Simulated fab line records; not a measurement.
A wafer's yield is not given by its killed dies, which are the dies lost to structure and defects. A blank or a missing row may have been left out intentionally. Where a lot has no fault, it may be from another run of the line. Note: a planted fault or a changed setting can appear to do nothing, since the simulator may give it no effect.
Matching of chambers || flow gf180mcu || rie diel-01 running GF_V1_ETCH_16: 4 sister chambers
The step etches BARC in N2/H2. 4 wafers are shown with their chamber, then 12 later ones without.

EACH WAFER AND ITS CHAMBER
{"wafer": "L084.5", "chamber": 0, "drypump motor current A (A)": 5.4}
{"wafer": "L085.4", "chamber": 3, "drypump motor current A (A)": 5.1}
{"wafer": "L089.4", "chamber": 2, "drypump motor current A (A)": 5.5}
{"wafer": "L089.6", "chamber": 1, "drypump motor current A (A)": 5.3}

WAFERS WITHOUT THEIR CHAMBER
{"wafer": "L093.2", "drypump motor current A (A)": 5.4}
{"wafer": "L093.4", "drypump motor current A (A)": 5.1}
{"wafer": "L093.5", "drypump motor current A (A)": 5.1}
{"wafer": "L095.2", "drypump motor current A (A)": 5.2}
{"wafer": "L095.4", "drypump motor current A (A)": 5.5}
{"wafer": "L095.6", "drypump motor current A (A)": 5.3}
{"wafer": "L097.1", "drypump motor current A (A)": 5.5}
{"wafer": "L097.2", "drypump motor current A (A)": 5.1}
{"wafer": "L097.3", "drypump motor current A (A)": 5.3}
{"wafer": "L097.4", "drypump motor current A (A)": 5.1}
{"wafer": "L097.5", "drypump motor current A (A)": 5.5}
{"wafer": "L097.6", "drypump motor current A (A)": 5.3}

CHAMBER TAKEN BY EACH
{"wafer": "L093.2", "from the rows above": 0, "in truth": 0}
{"wafer": "L093.4", "from the rows above": 3, "in truth": 3}
{"wafer": "L093.5", "from the rows above": 3, "in truth": 3}
{"wafer": "L095.2", "from the rows above": "can't be placed: 1 or 3", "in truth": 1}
{"wafer": "L095.4", "from the rows above": 2, "in truth": 2}
{"wafer": "L095.6", "from the rows above": 1, "in truth": 1}
{"wafer": "L097.1", "from the rows above": 2, "in truth": 2}
{"wafer": "L097.2", "from the rows above": 3, "in truth": 3}
{"wafer": "L097.3", "from the rows above": 1, "in truth": 1}
{"wafer": "L097.4", "from the rows above": 3, "in truth": 3}
{"wafer": "L097.5", "from the rows above": 2, "in truth": 2}
{"wafer": "L097.6", "from the rows above": 1, "in truth": 1}
Placed correctly: 11 of 12. These rows do not allow placing 1 (true chamber among the candidates in 1). 0 placed wrongly.
How it was worked out, from the rows above alone: a wafer's distance from a chamber is the root of the sum, over the readings, of the square of ((its reading less the chamber's mean) divided by the reading's scatter). The wafer belongs to the nearest chamber; if the next one is less than 2 further off, it can't be placed. Each chamber's mean is taken over the wafers shown for it. The scatter (one wafer shown for each chamber): square how far every hidden wafer sits from the nearest shown wafer, average those squares and take the square root.
